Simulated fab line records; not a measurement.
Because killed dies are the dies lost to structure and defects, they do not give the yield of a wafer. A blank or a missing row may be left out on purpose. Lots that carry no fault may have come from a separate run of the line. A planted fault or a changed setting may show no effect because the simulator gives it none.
fab line records	flow gf180mcu
record lots=5	wafers=15	last_day=34
route steps=602 shown V5@559 TOP_METAL@567
lots with no fault: from the same line, run without faults
start_h: hours from the record's first day to the start of the lot's first wafer shown	wait_h: time in hours since the lot's previous step	" identical to the entry in the row above	L1.1+2: a single row standing in for several wafers	- no value, or no start given	* or withheld: withheld	< > ~ a bound
route shown NAME@n: names a module that has steps shown in the file, with the first one's number in the route	usual: average and standard deviation across the fault-free wafers	same: alike in all rows	chamber/n: place in a boat	sites: readings site by site	_std_site: their standard deviation	_edge_site: inner sites' mean taken away from outer sites' mean	radius_mm: how far each site lies from the wafer's centre	mask NAME#n: copy n	behind: tool/chamber where the wafer was last shaped	hold: reason for holding the lot/hours on hold/outcome of the hold	device: transistor that didn't switch, given as n, p or np	end of line: the tests these same wafers got at the end of their route	where a step has no rows: the recipe by itself	killed: at the first sort, the dies lost to defects and structure; wafer yield is something else	map: a wafer's dies, marking killed ones x, the rest . and places with no die _
set.NAME: the setting as run; set.NAME@STEP: as run at that earlier step	model.NAME: the simulator's own value behind a step, which no gauge read
lots seen at some steps along the route; tables by step, rows by wafer
services: a tool's chamber out of use, with start hour (start_h, from the record's first day; less than 0 if before it), hours out, and reason
## steps
# step GF_V5_STRIP_19
# recipe chemistry=post_etch_residue_remover	time_s=1200	temp_c=72.5
lot.wafer	tool	chamber	start_h	wait_h
L076.1+5+6	wet_bench-04	1	643.45	0.1
L081.1+4+6	wet_bench-04	2	687.63	0.1
L086.3+5+6	wet_bench-04	3	719.78	0.0
L095.1+4+6	wet_bench-03	0	773.33	0.1
L096.1+2+6	wet_bench-04	3	777.92	0.1
# step GF_V5_CLEAN_20
# recipe chemistry=DIW	dry=n2_spin
lot.wafer	tool	chamber	start_h	wait_h
L076.1+5+6	wet_bench-01	2	643.79	0.0
L081.1+4+6	wet_bench-03	3	687.97	0.0
L086.3+5+6	wet_bench-01	3	720.12	0.0
L095.1+4+6	wet_bench-01	1	773.67	0.0
L096.1+2+6	wet_bench-04	1	778.27	0.0
# step GF_V5_SPUTTER_21
# recipe material=Ti	target_thk_nm=15	chamber_pressure_pa=5	power_w=2500	substrate_temp_c=200	time_s=80.02
# usual throttle_valve_pct=29.9/0.82
lot.wafer	tool	chamber	start_h	wait_h	throttle_valve_pct
L076.1	pvd_sputter-03	-	643.88	0.0	30.3
L076.5	"	-	"	"	30.0
L076.6	"	-	"	"	28.1
L081.1	pvd_sputter-01	-	688.06	0.0	29.7
L081.4	"	-	"	"	30.2
L081.6	"	-	"	"	29.4
L086.3	pvd_sputter-01	-	720.21	0.0	29.1
L086.5	"	-	"	"	29.9
L086.6	"	-	"	"	29.8
L095.1	pvd_sputter-04	-	773.86	0.0	31.1
L095.4	"	-	"	"	31.1
L095.6	"	-	"	"	29.9
L096.1	pvd_sputter-01	-	778.36	0.0	29.8
L096.2	"	-	"	"	30.1
L096.6	"	-	"	"	29.8
# step GF_V5_SPUTTER_22
# recipe material=TiN	target_thk_nm=10	chamber_pressure_pa=5	power_w=4000	time_s=40
# usual throttle_valve_pct=29.9/0.81
lot.wafer	tool	chamber	start_h	wait_h	throttle_valve_pct
L076.1	pvd_sputter-03	-	643.94	0.0	30.1
L076.5	"	-	"	"	30.2
L076.6	"	-	"	"	28.4
L081.1	pvd_sputter-01	-	688.12	0.0	29.6
L081.4	"	-	"	"	30.0
L081.6	"	-	"	"	29.4
L086.3	pvd_sputter-01	-	720.27	0.0	29.4
L086.5	"	-	"	"	30.0
L086.6	"	-	"	"	30.3
L095.1	pvd_sputter-04	-	773.92	0.0	31.2
L095.4	"	-	"	"	31.1
L095.6	"	-	"	"	29.8
L096.1	pvd_sputter-01	-	778.42	0.0	29.6
L096.2	"	-	"	"	30.0
L096.6	"	-	"	"	29.7
# step GF_V5_CVD_23
# recipe material=W	target_thk_nm=350	time_s=104.9	temp_c=400	pressure_torr=40
# usual heater_power_w=900/100
lot.wafer	tool	chamber	start_h	wait_h	heater_power_w
L076.1	cvd_w-01	1	643.98	0.0	821
L076.5	"	0	"	"	796
L076.6	"	1	"	"	823
L081.1	cvd_w-02	0	688.16	0.0	1030
L081.4	"	1	"	"	814
L081.6	"	0	"	"	1038
L086.3	cvd_w-01	1	720.35	0.1	842
L086.5	"	0	"	"	798
L086.6	"	1	"	"	831
L095.1	cvd_w-02	0	773.96	0.0	1074
L095.4	"	0	"	"	1023
L095.6	"	1	"	"	847
L096.1	cvd_w-01	0	778.46	0.0	781
L096.2	"	1	"	"	836
L096.6	"	1	"	"	829
# step GF_V5_RS_MEAS_24
# recipe thk_meas_gauge=four-point-probe	reads=W_of_V5_CVD_23+TiN_of_V5_SPUTTER_22+Ti_of_V5_SPUTTER_21
# usual V5_W_RS=0.327/0.0038
lot.wafer	tool	chamber	start_h	wait_h	V5_W_RS[ohm/sq]
L076.1	film_metro-03	-	644.09	0.1	0.323
L076.5	"	-	"	"	0.321
L076.6	"	-	"	"	0.324
L081.1	film_metro-01	-	688.27	0.1	0.329
L081.4	"	-	"	"	0.334
L081.6	"	-	"	"	0.331
L086.3	film_metro-01	-	720.46	0.1	0.325
L086.5	"	-	"	"	0.324
L086.6	"	-	"	"	0.326
L095.1	film_metro-03	-	774.07	0.1	0.329
L095.4	"	-	"	"	0.330
L095.6	"	-	"	"	0.330
L096.1	film_metro-01	-	778.57	0.1	0.328
L096.2	"	-	"	"	0.326
L096.6	"	-	"	"	0.329
# step GF_V5_THK_MEAS_25
# recipe thk_meas_gauge=xrf	reads=W_of_V5_CVD_23
# usual V5_W_THK=352/6
lot.wafer	tool	chamber	start_h	wait_h	V5_W_THK[nm]
L076.1	film_metro-03	-	644.21	0.1	351
L076.5	"	-	"	"	353
L076.6	"	-	"	"	348
L081.1	film_metro-01	-	688.39	0.1	357
L081.4	"	-	"	"	352
L081.6	"	-	"	"	355
L086.3	film_metro-01	-	720.56	0.1	358
L086.5	"	-	"	"	359
L086.6	"	-	"	"	359
L095.1	film_metro-03	-	774.19	0.1	345
L095.4	"	-	"	"	343
L095.6	"	-	"	"	343
L096.1	film_metro-01	-	778.69	0.1	355
L096.2	"	-	"	"	356
L096.6	"	-	"	"	352
# step GF_V5_CMP_26
# recipe stop_on=SiO2	down_force_psi=3.5	platen_rpm=60	t_overpolish_s=15	target_thk_nm=0	pad_velocity_m_s=0.94248
# usual motor_current_A=11.7/1.2	overpolish_run_s=15.001/0.0088	time_to_endpoint_s=84/3.4
lot.wafer	tool	chamber	start_h	wait_h	motor_current_A	overpolish_run_s	time_to_endpoint_s
L076.1	cmp-02	2	644.42	0.2	12.5	14.980	83
L076.5	"	3	"	"	10.3	15.004	80
L076.6	"	0	"	"	10.5	14.997	81
L081.4	cmp-02	2	688.66	0.2	12.8	15.014	85
L081.1	"	3	"	"	11.1	14.978	83
L081.6	"	3	"	"	10.9	15.006	83
L086.3	cmp-01	3	720.60	0.0	11.8	14.988	87
L086.5	"	3	"	"	11.2	15.007	84
L086.6	"	0	"	"	10.0	15.000	80
L095.1	cmp-01	0	774.25	0.1	9.7	15.026	81
L095.4	"	1	"	"	10.8	14.990	81
L095.6	"	1	"	"	11.1	14.998	79
L096.1	cmp-02	0	778.75	0.1	10.4	15.003	79
L096.2	"	3	"	"	10.5	14.991	82
L096.6	"	0	"	"	10.9	15.020	77
# step GF_TOP_METAL_SPUTTER_00
# recipe material=Ti	target_thk_nm=37.5	arriving_ion_energy_ev=80	substrate_temp_c=200	chamber_pressure_pa=2	power_w=4000	time_s=150
# usual throttle_valve_pct=30.3/1.2
lot.wafer	tool	chamber	start_h	wait_h	throttle_valve_pct
L076.1	pvd_sputter-04	-	644.57	0.1	29.9
L076.5	"	-	"	"	29.1
L076.6	"	-	"	"	31.1
L081.1	pvd_sputter-04	-	688.96	0.2	31.3
L081.4	"	-	"	"	29.7
L081.6	"	-	"	"	31.2
L086.3	pvd_sputter-04	-	720.90	0.2	31.2
L086.5	"	-	"	"	30.0
L086.6	"	-	"	"	31.4
L095.1	pvd_sputter-03	-	774.55	0.2	30.0
L095.4	"	-	"	"	29.5
L095.6	"	-	"	"	28.3
L096.1	pvd_sputter-03	-	779.05	0.2	30.2
L096.2	"	-	"	"	29.6
L096.6	"	-	"	"	30.1
# step GF_TOP_METAL_SPUTTER_01
# recipe material=TiN	target_thk_nm=30	power_w=6500	time_s=25	chamber_pressure_pa=0.4
# usual throttle_valve_pct=30.3/1.2
lot.wafer	tool	chamber	start_h	wait_h	throttle_valve_pct
L076.1	pvd_sputter-04	-	644.67	0.1	29.8
L076.5	"	-	"	"	29.1
L076.6	"	-	"	"	31.0
L081.1	pvd_sputter-04	-	689.06	0.1	31.1
L081.4	"	-	"	"	30.1
L081.6	"	-	"	"	31.3
L086.3	pvd_sputter-04	-	721.00	0.1	31.3
L086.5	"	-	"	"	30.3
L086.6	"	-	"	"	31.3
L095.1	pvd_sputter-03	-	774.65	0.1	29.7
L095.4	"	-	"	"	29.4
L095.6	"	-	"	"	28.3
L096.1	pvd_sputter-03	-	779.15	0.1	30.1
L096.2	"	-	"	"	29.8
L096.6	"	-	"	"	30.1
# step GF_TOP_METAL_SPUTTER_02
# recipe material=AlCu	target_thk_nm=900	power_w=10600	chamber_pressure_pa=0.3	substrate_temp_c=250	gas=Ar	time_s=47.82
# usual throttle_valve_pct=30.3/1.2
lot.wafer	tool	chamber	start_h	wait_h	throttle_valve_pct
L076.1	pvd_sputter-04	-	644.70	0.0	30.0
L076.5	"	-	"	"	29.0
L076.6	"	-	"	"	31.1
L081.1	pvd_sputter-04	-	689.09	0.0	31.2
L081.4	"	-	"	"	30.0
L081.6	"	-	"	"	31.2
L086.3	pvd_sputter-04	-	721.03	0.0	31.4
L086.5	"	-	"	"	29.9
L086.6	"	-	"	"	31.1
L095.1	pvd_sputter-03	-	774.68	0.0	29.6
L095.4	"	-	"	"	29.6
L095.6	"	-	"	"	28.3
L096.1	pvd_sputter-03	-	779.18	0.0	29.8
L096.2	"	-	"	"	29.6
L096.6	"	-	"	"	29.9
# step GF_TOP_METAL_SPUTTER_03
# recipe material=Ti	target_thk_nm=5	substrate_temp_c=300	chamber_pressure_pa=0.3	power_w=3000	time_s=3.3
# usual throttle_valve_pct=30.3/1.2
lot.wafer	tool	chamber	start_h	wait_h	throttle_valve_pct
L076.1	pvd_sputter-04	-	644.75	0.0	30.1
L076.5	"	-	"	"	29.1
L076.6	"	-	"	"	31.2
L081.1	pvd_sputter-04	-	689.14	0.0	31.3
L081.4	"	-	"	"	30.1
L081.6	"	-	"	"	31.4
L086.3	pvd_sputter-04	-	721.08	0.0	31.0
L086.5	"	-	"	"	30.2
L086.6	"	-	"	"	31.4
L095.1	pvd_sputter-03	-	774.72	0.0	29.8
L095.4	"	-	"	"	29.7
L095.6	"	-	"	"	28.5
L096.1	pvd_sputter-03	-	779.22	0.0	29.9
L096.2	"	-	"	"	29.7
L096.6	"	-	"	"	30.0
# step GF_TOP_METAL_SPUTTER_04
# recipe material=TiN	target_thk_nm=25	power_w=6500	time_s=20.8	chamber_pressure_pa=0.4
# usual throttle_valve_pct=30.3/1.2
lot.wafer	tool	chamber	start_h	wait_h	throttle_valve_pct
L076.1	pvd_sputter-04	-	644.77	0.0	30.0
L076.5	"	-	"	"	29.2
L076.6	"	-	"	"	31.0
L081.1	pvd_sputter-04	-	689.16	0.0	31.2
L081.4	"	-	"	"	29.9
L081.6	"	-	"	"	31.4
L086.3	pvd_sputter-04	-	721.10	0.0	31.4
L086.5	"	-	"	"	29.7
L086.6	"	-	"	"	31.0
L095.1	pvd_sputter-03	-	774.74	0.0	29.7
L095.4	"	-	"	"	29.8
L095.6	"	-	"	"	28.2
L096.1	pvd_sputter-03	-	779.24	0.0	29.7
L096.2	"	-	"	"	29.8
L096.6	"	-	"	"	30.2
# step GF_TOP_METAL_RS_MEAS_05
# recipe thk_meas_gauge=four-point-probe	reads=TiN_of_TOP_METAL_SPUTTER_04+Ti_of_TOP_METAL_SPUTTER_03+AlCu_of_TOP_METAL_SPUTTER_02+TiN_of_TOP_METAL_SPUTTER_01+Ti_of_TOP_METAL_SPUTTER_00
# usual TOP_METAL_ALCU_RS=0.0329/0.00034
lot.wafer	tool	chamber	start_h	wait_h	TOP_METAL_ALCU_RS[ohm/sq]
L076.1	film_metro-03	-	644.79	0.0	0.0327
L076.5	"	-	"	"	0.0324
L076.6	"	-	"	"	0.0328
L081.1	film_metro-02	-	689.18	0.0	0.0334
L081.4	"	-	"	"	0.0335
L081.6	"	-	"	"	0.0334
L086.3	film_metro-03	-	721.16	0.1	0.0330
L086.5	"	-	"	"	0.0331
L086.6	"	-	"	"	0.0331
L095.1	film_metro-03	-	774.77	0.0	0.0327
L095.4	"	-	"	"	0.0329
L095.6	"	-	"	"	0.0327
L096.1	film_metro-03	-	779.27	0.0	0.0328
L096.2	"	-	"	"	0.0327
L096.6	"	-	"	"	0.0328
# step GF_TOP_METAL_THK_MEAS_06
# recipe thk_meas_gauge=xrf	reads=AlCu_of_TOP_METAL_SPUTTER_02
# usual TOP_METAL_ALCU_THK=913/9.7
lot.wafer	tool	chamber	start_h	wait_h	TOP_METAL_ALCU_THK[nm]
L076.1	film_metro-03	-	644.91	0.1	921
L076.5	"	-	"	"	930
L076.6	"	-	"	"	912
L081.1	film_metro-02	-	689.30	0.1	906
L081.4	"	-	"	"	905
L081.6	"	-	"	"	901
L086.3	film_metro-03	-	721.26	0.1	906
L086.5	"	-	"	"	912
L086.6	"	-	"	"	904
L095.1	film_metro-03	-	774.89	0.1	914
L095.4	"	-	"	"	911
L095.6	"	-	"	"	918
L096.1	film_metro-03	-	779.39	0.1	911
L096.2	"	-	"	"	919
L096.6	"	-	"	"	915
# step GF_TOP_METAL_DEHYDRATE_07
# recipe temp_c=200	time_s=60
# usual exhaust_pa=44.9/0.93	heater_power_total_W=160.38/0.13
lot.wafer	tool	chamber	start_h	wait_h	exhaust_pa	heater_power_total_W
L076.1	litho_track-02	0	653.92	9.0	45.0	160.18
L076.5	"	0	"	"	43.8	160.44
L076.6	"	0	"	"	45.1	160.55
L081.1	litho_track-01	0	698.58	9.3	46.3	160.33
L081.4	"	0	"	"	46.3	160.20
L081.6	"	0	"	"	47.1	160.60
L086.3	litho_track-03	0	728.94	7.7	44.0	160.38
L086.5	"	0	"	"	43.6	160.15
L086.6	"	0	"	"	44.3	160.31
L095.1	litho_track-01	0	781.48	6.6	44.6	160.59
L095.4	"	0	"	"	43.3	160.35
L095.6	"	0	"	"	45.2	160.34
L096.1	litho_track-03	0	786.04	6.6	45.4	160.41
L096.2	"	0	"	"	45.2	160.64
L096.6	"	0	"	"	44.3	160.53
# step GF_TOP_METAL_HMDS_08
# recipe prime_time_s=60	prime_temp_c=120
# usual exhaust_pa=44.9/0.89
lot.wafer	tool	chamber	start_h	wait_h	exhaust_pa
L076.1	litho_track-02	0	654.07	0.1	45.7
L076.5	"	0	"	"	44.1
L076.6	"	0	"	"	43.0
L081.1	litho_track-01	0	698.73	0.1	45.6
L081.4	"	0	"	"	45.8
L081.6	"	0	"	"	44.2
L086.3	litho_track-03	0	729.09	0.1	46.3
L086.5	"	0	"	"	45.6
L086.6	"	0	"	"	44.7
L095.1	litho_track-01	0	781.63	0.1	45.9
L095.4	"	0	"	"	45.9
L095.6	"	0	"	"	45.8
L096.1	litho_track-03	0	786.19	0.1	45.3
L096.2	"	0	"	"	44.6
L096.6	"	0	"	"	43.7
# step GF_TOP_METAL_COAT_09
# recipe resist=NOVOLAK	spin_rpm=3000	resist_thk_nm=1500
# usual exhaust_pa=45.2/0.87
lot.wafer	tool	chamber	start_h	wait_h	exhaust_pa
L076.1	litho_track-02	0	654.22	0.1	44.2
L076.5	"	0	"	"	43.6
L076.6	"	0	"	"	43.4
L081.1	litho_track-01	0	698.88	0.1	43.2
L081.4	"	0	"	"	46.0
L081.6	"	0	"	"	45.2
L086.3	litho_track-03	0	729.24	0.1	45.5
L086.5	"	0	"	"	44.0
L086.6	"	0	"	"	44.5
L095.1	litho_track-01	0	781.78	0.1	43.6
L095.4	"	0	"	"	45.3
L095.6	"	0	"	"	44.2
L096.1	litho_track-03	0	786.34	0.1	44.6
L096.2	"	0	"	"	44.0
L096.6	"	0	"	"	43.8
# step GF_TOP_METAL_SOFTBAKE_10
# recipe temp_c=90	time_s=60	resist=NOVOLAK
# usual exhaust_pa=45.1/0.85	heater_power_total_W=56.60/0.048
lot.wafer	tool	chamber	start_h	wait_h	exhaust_pa	heater_power_total_W
L076.1	litho_track-02	0	654.37	0.1	43.8	56.55
L076.5	"	0	"	"	43.9	56.71
L076.6	"	0	"	"	42.9	56.57
L081.1	litho_track-01	0	699.03	0.1	46.1	56.67
L081.4	"	0	"	"	45.4	56.64
L081.6	"	0	"	"	43.6	56.69
L086.3	litho_track-03	0	729.39	0.1	44.8	56.59
L086.5	"	0	"	"	44.1	56.68
L086.6	"	0	"	"	45.8	56.62
L095.1	litho_track-01	0	781.93	0.1	44.6	56.53
L095.4	"	0	"	"	45.8	56.60
L095.6	"	0	"	"	44.8	56.59
L096.1	litho_track-03	0	786.49	0.1	45.3	56.60
L096.2	"	0	"	"	45.4	56.62
L096.6	"	0	"	"	46.7	56.66
# step GF_TOP_METAL_EXPOSE_11
# recipe mask_id=MetalTop	target_cd_nm=440	na=0.6	source_shape=conventional	sigma_outer=0.6	dose_mj=170
lot.wafer	tool	chamber	start_h	wait_h	mask
L076.1+5+6	iline_stepper-01	0	-	-	MetalTop#0
L081.1+4+6	iline_stepper-02	0	-	-	MetalTop#0
L086.3+5+6	iline_stepper-01	0	-	-	MetalTop#0
L095.1+4+6	iline_stepper-01	0	-	-	MetalTop#0
L096.1+2+6	iline_stepper-02	0	-	-	MetalTop#0
# step GF_TOP_METAL_PEB_12
# recipe temp_c=withheld	time_s=*	resist=NOVOLAK
# usual exhaust_pa=45.0/1
lot.wafer	tool	chamber	start_h	wait_h	exhaust_pa
L076.1	litho_track-02	0	-	-	46.0
L076.5	"	0	"	"	45.2
L076.6	"	0	"	"	45.8
L081.1	litho_track-02	0	-	-	46.2
L081.4	"	0	"	"	46.8
L081.6	"	0	"	"	45.9
L086.3	litho_track-03	0	-	-	44.9
L086.5	"	0	"	"	44.1
L086.6	"	0	"	"	43.9
L095.1	litho_track-03	0	-	-	42.4
L095.4	"	0	"	"	44.9
L095.6	"	0	"	"	43.8
L096.1	litho_track-01	0	-	-	46.5
L096.2	"	0	"	"	46.6
L096.6	"	0	"	"	45.8
# step GF_TOP_METAL_DEVELOP_13
# recipe develop_time_s=60	dev_temp_c=23
# usual exhaust_pa=44.9/0.93
lot.wafer	tool	chamber	start_h	wait_h	exhaust_pa
L076.1	litho_track-02	0	663.42	0.1	45.5
L076.5	"	0	"	"	45.0
L076.6	"	0	"	"	44.3
L081.1	litho_track-02	0	707.32	0.1	45.9
L081.4	"	0	"	"	45.9
L081.6	"	0	"	"	45.6
L086.3	litho_track-03	0	737.99	0.1	45.3
L086.5	"	0	"	"	44.3
L086.6	"	0	"	"	47.3
L095.1	litho_track-03	0	789.39	0.1	43.6
L095.4	"	0	"	"	43.8
L095.6	"	0	"	"	44.3
L096.1	litho_track-01	0	794.53	0.1	46.1
L096.2	"	0	"	"	44.7
L096.6	"	0	"	"	44.8
## services
tool	chamber	start_h	hours	kind
cmp-01	-	620.00	74.2	repair
iline_stepper-01	-	644.71	1.7	pm
cmp-02	-	651.86	0.5	repair
cmp-02	-	653.28	4.9	pm
cmp-02	-	674.08	1.4	repair
cmp-01	-	694.20	4.3	pm
pvd_sputter-04	-	700.99	2.8	repair
cmp-01	-	709.59	1.8	repair
iline_stepper-02	-	711.02	1.7	pm
cmp-02	-	713.57	4.6	repair
cmp-01	-	715.24	4.0	repair
pvd_sputter-03	-	723.22	2.3	repair
cmp-02	-	726.64	4.0	pm
cmp-01	-	728.28	1.4	repair
cvd_w-01	0	728.60	12.8	repair
iline_stepper-02	-	736.98	4.2	repair
cmp-01	-	755.46	6.6	pm
pvd_sputter-01	-	756.06	4.2	repair
iline_stepper-01	-	759.95	2.1	pm
cmp-01	-	765.64	2.7	repair
pvd_sputter-01	-	769.93	1.0	repair
wet_bench-04	-	774.29	0.7	repair
pvd_sputter-04	1	779.98	-	consumable_replace:kit
pvd_sputter-04	-	791.28	1.7	repair
## key
fault none
